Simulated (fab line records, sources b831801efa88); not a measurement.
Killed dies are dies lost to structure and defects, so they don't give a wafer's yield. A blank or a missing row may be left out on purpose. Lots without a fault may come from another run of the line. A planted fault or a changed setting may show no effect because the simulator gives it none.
One fault seen from 2 desks | flow gf180mcu | each desk has only its own numbers; what lay behind them comes last

THE TOOL OWNER'S DESK: implanter-03
The tool's own readings at GF_NSD_IMPLANT_10: means of the sampled wafers that have a number, for each lot that ran on this tool. A lot is out of limits, marked OUT, if its mean lies more than 4 standard deviations from the usual mean; the brackets give that distance.
Columns: A = beam_energy_keV at GF_NSD_IMPLANT_10, usual 39.998; B = dose_ions_cm2 at GF_NSD_IMPLANT_10, usual 4.999e+14; C = faraday_current_uA at GF_NSD_IMPLANT_10, usual 2789
lot  | first seen here | A      | B                           | C
L291 | day 14 05:16    | 40.009 | 5.011e+14                   | 2809
L292 | day 14 13:55    | 39.986 | 5.001e+14                   | 2801
L296 | day 15 20:01    | 39.997 | 4.378e+14 (-99 or more) OUT | 2422 (-7.3) OUT
L300 | day 17 17:11    | 40.015 | 4.378e+14 (-99 or more) OUT | 2494 (-5.9) OUT
L309 | day 21 00:14    | 39.992 | 5.003e+14                   | 2758
This desk's finding: out of limits on L296, L300; first on L296, day 15 20:01 (dose_ions_cm2 at GF_NSD_IMPLANT_10). In limits: L291, L292, L309.

THE METROLOGY DESK
What the gauges read, lot by lot, whatever tool the lot ran on: means of the sampled wafers that have a number. A lot is out of limits, marked OUT, if its mean lies more than 4 standard deviations from the usual mean; the brackets give that distance.
Columns: A = HV_LDD_CVD_54_THK at GF_HV_LDD_THK_MEAS_55, usual 10.01 nm; B = NSD_RS at GF_PSD_RS_MEAS_14, usual 46.16 ohm/sq; C = SAB_CVD_00_THK at GF_SAB_THK_MEAS_01, usual 49.7 nm
lot  | first seen here | A     | B                | C
L288 | day 12 10:50    | 9.81  | 46.23            | 49.5
L290 | day 12 23:31    | 10.02 | 46.02            | 50.2
L291 | day 13 07:37    | 9.99  | 46.14            | 50.2
L292 | day 13 15:34    | 10.14 | 46.22            | 49.8
L294 | day 14 07:22    | 9.97  | 46.13            | 49.8
L296 | day 14 20:18    | 9.97  | 46.94 (+9.8) OUT | 49.9
L300 | day 16 17:23    | 9.92  | 46.82 (+8.4) OUT | 49.0
L307 | day 18 19:46    | 10.00 | 46.23            | 49.6
L308 | day 19 01:55    | 10.17 | 46.06            | 49.1
L310 | day 19 20:45    | 10.06 | 46.19            | 49.4
L309 | day 19 21:47    | 10.09 | 46.23            | 49.4
L311 | day 20 09:34    | 10.20 | 46.14            | 49.3
This desk's finding: out of limits on L296, L300; first on L296, day 16 19:01 (NSD_RS at GF_PSD_RS_MEAS_14). In limits: L288, L290, L291, L292, L294, L307, L308, L310, L309, L311.

PUT TOGETHER
The tool owner's desk could have raised an alarm at day 15 20:01, on L296, L300.
The metrology desk could have raised an alarm at day 16 19:01, on L296, L300.
Of the lots named, all ran GF_NSD_IMPLANT_10 on implanter-03.

WHAT THE SIMULATOR HAD PUT IN
Process parameter drift: implanter-03, from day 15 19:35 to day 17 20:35, at GF_NSD_IMPLANT_10. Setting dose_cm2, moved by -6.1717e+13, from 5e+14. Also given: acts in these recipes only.
Lots struck among those shown: L296, L300.
Hours from the fault's start to each desk's first reading out of limits: the tool owner's desk, 0; the metrology desk, 23.
